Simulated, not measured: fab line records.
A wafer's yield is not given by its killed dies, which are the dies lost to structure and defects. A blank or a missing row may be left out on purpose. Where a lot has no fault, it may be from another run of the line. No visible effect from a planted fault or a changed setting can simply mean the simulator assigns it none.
Matching of chambers || flow gf180mcu || GF_CONTACT_ETCH_17 on rie_diel-01: 4 sister chambers
The step etches SiO2 in C4F8/O2/Ar, stops on CoSi2, target depth 860 nm. 8 wafers are shown with their chamber, then 7 later ones without.

## WAFERS WITH THEIR CHAMBER
{"wafer": "L650.6", "chamber": 3, "rf_fwd_power_W (W)": 1503, "oes_product_au (a.u.)": 0.815}
{"wafer": "L651.1", "chamber": 3, "rf_fwd_power_W (W)": 1492, "oes_product_au (a.u.)": 0.823}
{"wafer": "L653.2", "chamber": 0, "rf_fwd_power_W (W)": 1486, "oes_product_au (a.u.)": 0.814}
{"wafer": "L659.2", "chamber": 0, "rf_fwd_power_W (W)": 1497, "oes_product_au (a.u.)": 0.813}
{"wafer": "L659.5", "chamber": 1, "rf_fwd_power_W (W)": 1490, "oes_product_au (a.u.)": 0.819}
{"wafer": "L659.6", "chamber": 2, "rf_fwd_power_W (W)": 1496, "oes_product_au (a.u.)": 0.807}
{"wafer": "L666.2", "chamber": 1, "rf_fwd_power_W (W)": 1500, "oes_product_au (a.u.)": 0.815}
{"wafer": "L666.3", "chamber": 2, "rf_fwd_power_W (W)": 1492, "oes_product_au (a.u.)": 0.823}

## WAFERS WITH NO CHAMBER GIVEN
{"wafer": "L666.6", "rf_fwd_power_W (W)": 1494, "oes_product_au (a.u.)": 0.822}
{"wafer": "L667.2", "rf_fwd_power_W (W)": 1494, "oes_product_au (a.u.)": 0.811}
{"wafer": "L667.4", "rf_fwd_power_W (W)": 1505, "oes_product_au (a.u.)": 0.810}
{"wafer": "L667.5", "rf_fwd_power_W (W)": 1508, "oes_product_au (a.u.)": 0.815}
{"wafer": "L668.1", "rf_fwd_power_W (W)": 1492, "oes_product_au (a.u.)": 0.808}
{"wafer": "L668.4", "rf_fwd_power_W (W)": 1487, "oes_product_au (a.u.)": 0.818}
{"wafer": "L668.5", "rf_fwd_power_W (W)": 1494, "oes_product_au (a.u.)": 0.817}

## EACH ONE'S CHAMBER
{"wafer": "L666.6", "from the rows above": "can't be placed: 3 or 1 or 2 or 0", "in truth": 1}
{"wafer": "L667.2", "from the rows above": "can't be placed: 0 or 2 or 1 or 3", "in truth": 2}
{"wafer": "L667.4", "from the rows above": "can't be placed: 3 or 2 or 1 or 0", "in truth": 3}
{"wafer": "L667.5", "from the rows above": "can't be placed: 3 or 1 or 2 or 0", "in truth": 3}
{"wafer": "L668.1", "from the rows above": "can't be placed: 0 or 2 or 1 or 3", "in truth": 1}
{"wafer": "L668.4", "from the rows above": "can't be placed: 0 or 2 or 1 or 3", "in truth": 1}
{"wafer": "L668.5", "from the rows above": "can't be placed: 1 or 2 or 3 or 0", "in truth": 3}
Placed correctly: 0 of 7. Can't be placed from these rows: 7 (the true chamber is among the candidates in 7). 0 placed wrongly.
How it was worked out, from the rows above alone: a wafer's distance from a chamber is the root of the sum, over the readings, of the square of ((its reading less the chamber's mean) divided by the reading's scatter). If the next closest chamber is less than 2 further off than the closest, the wafer can't be placed; otherwise it belongs to the closest. For every chamber, the mean is computed from those of its wafers that are shown. The scatter: take each reading less its chamber's mean, square it, sum over the shown wafers, divide by the number of wafers less the number of chambers, and take the root.
